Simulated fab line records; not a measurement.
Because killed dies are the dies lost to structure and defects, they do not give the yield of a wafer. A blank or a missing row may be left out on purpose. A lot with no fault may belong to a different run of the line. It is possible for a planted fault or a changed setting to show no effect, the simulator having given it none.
Comparing a struck lot with a sound one | flow sfqLine | 17 out of 325 route steps
Sound: the wafers L746.3, L746.5, L746.6. Wafers struck: L751.1, L751.3, L751.6. Last of all comes the cause.
Order at every step that has rows: each side's tool, ch and its chambers, its first start. Under that, the readings that differ: sound wafers | struck wafers | difference of the means | sigmas: that difference in standard deviations of wafers without a fault.
alike: readings whose means differ by less than 2 such deviations, and words and numbers that are the same on both sides. not compared: withheld readings, readings that some wafer has no value for, bounds like >300 that may hide the same value, and numbers for which the record gives no deviation and whose values overlap.
Wherever a step has rows on one side only, a row that says differs or no value, or a row with sigmas, the two part there. Numbers that don't overlap but have no deviation are shown without sigmas and don't part them. Lack of a reading on every wafer of one side parts them only where that side has two or more wafers.

first, 4 steps without rows for these wafers: SFQ_TRILAYER_I5_LITHO_SOFTBAKE_148; SFQ_TRILAYER_I5_LITHO_EXPOSE_145 (exposes mask I5, target cd 700 nm); SFQ_TRILAYER_I5_LITHO_PEB_147 (peb time 59.16 s); SFQ_TRILAYER_I5_LITHO_DEVELOP_146 (time 60 s).
SFQ_I5_OVL_MEAS_936:
  sound on overlay-02, day 68 16:46; struck on overlay-02, day 71 19:59
reading     | sound   | struck   | difference | sigmas
I5_OVL (nm) | 10 -1 8 | -8 -4 -9 | -13        | -2
SFQ_TRILAYER_I5_BARC_OPEN_VIA_ETCH_200: etches BARC in O2, target depth 125 nm, time 41.7 s.
  sound on rieDiel-02 ch 0,3, day 68 16:47; struck on rieDiel-01 ch 0,3, day 71 20:02
reading             | sound             | struck            | difference | sigmas
oesProductAu (a.u.) | 0.696 0.687 0.693 | 0.679 0.677 0.685 | -0.012     | -2
  alike: drypumpMotorCurrentA
  not compared: rfHoursCounterH
SFQ_TRILAYER_I5_ETCH_VIA_ETCH_147: etches the open film in CHF3, stops on Nb, target depth 360 nm.
  sound on rieDiel-02 ch 0,3, day 68 16:50; struck on rieDiel-01 ch 0,3, day 71 20:04
  alike: drypumpMotorCurrentA, oesProductAu
SFQ_TRILAYER_I5_STRIP_STRIP_148: strips in O2.
  sound on rieMetal-03 ch 0,1, day 68 17:11; struck on rieMetal-04 ch 0, day 71 20:13
  alike: drypumpMotorCurrentA, oesProductAu
  not compared: rfHoursCounterH
then, 4 steps without rows for these wafers: SFQ_TRILAYER_I5_STRIP_SOLV_CLEAN_149 (cleans in NMP, time 600 s); SFQ_TRILAYER_C5_LITHO_COAT_156 (resist thk 62 nm); SFQ_TRILAYER_C5_LITHO_COAT_151 (resist thk 650 nm); SFQ_TRILAYER_C5_LITHO_SOFTBAKE_155.
-- the record jumps here: 4 days lie between the struck wafers' starts before and after --
SFQ_TRILAYER_C5_LITHO_EXPOSE_152: exposes mask C5, target cd 500 nm.
  sound on krfScanner-01 ch 0, day 72 08:25; struck on krfScanner-01 ch 0, day 76 02:26
reading                  | sound                | struck            | difference | sigmas
model.C5.overlayXNm (nm) | -1.206 -1.206 -1.206 | 50.07 50.07 50.07 | +51.28     | 
  alike: mask
then, 2 steps without rows for these wafers: SFQ_TRILAYER_C5_LITHO_PEB_154 (peb time 60 s); SFQ_TRILAYER_C5_LITHO_DEVELOP_153 (time 60 s).
SFQ_C5_OVL_MEAS_937:
  sound on overlay-02, day 72 09:32; struck on overlay-02, day 76 03:56
reading     | sound  | struck   | difference | sigmas
C5_OVL (nm) | 2 -1 7 | 51 43 42 | +43        | +10
SFQ_TRILAYER_C5_BARC_OPEN_VIA_ETCH_210: etches BARC in O2, target depth 125 nm, time 41.7 s.
  sound on rieDiel-04 ch 2,3, day 72 09:33; struck on rieDiel-03 ch 0,1, day 76 03:59
  alike: drypumpMotorCurrentA, oesProductAu
  not compared: rfHoursCounterH

WHERE THEY PART
Last at SFQ_C5_OVL_MEAS_937 as far as this record goes, first at SFQ_I5_OVL_MEAS_936. Later steps at which nothing parts them and some readings are alike: SFQ_TRILAYER_C5_BARC_OPEN_VIA_ETCH_210.

WHY: what the simulator had put in
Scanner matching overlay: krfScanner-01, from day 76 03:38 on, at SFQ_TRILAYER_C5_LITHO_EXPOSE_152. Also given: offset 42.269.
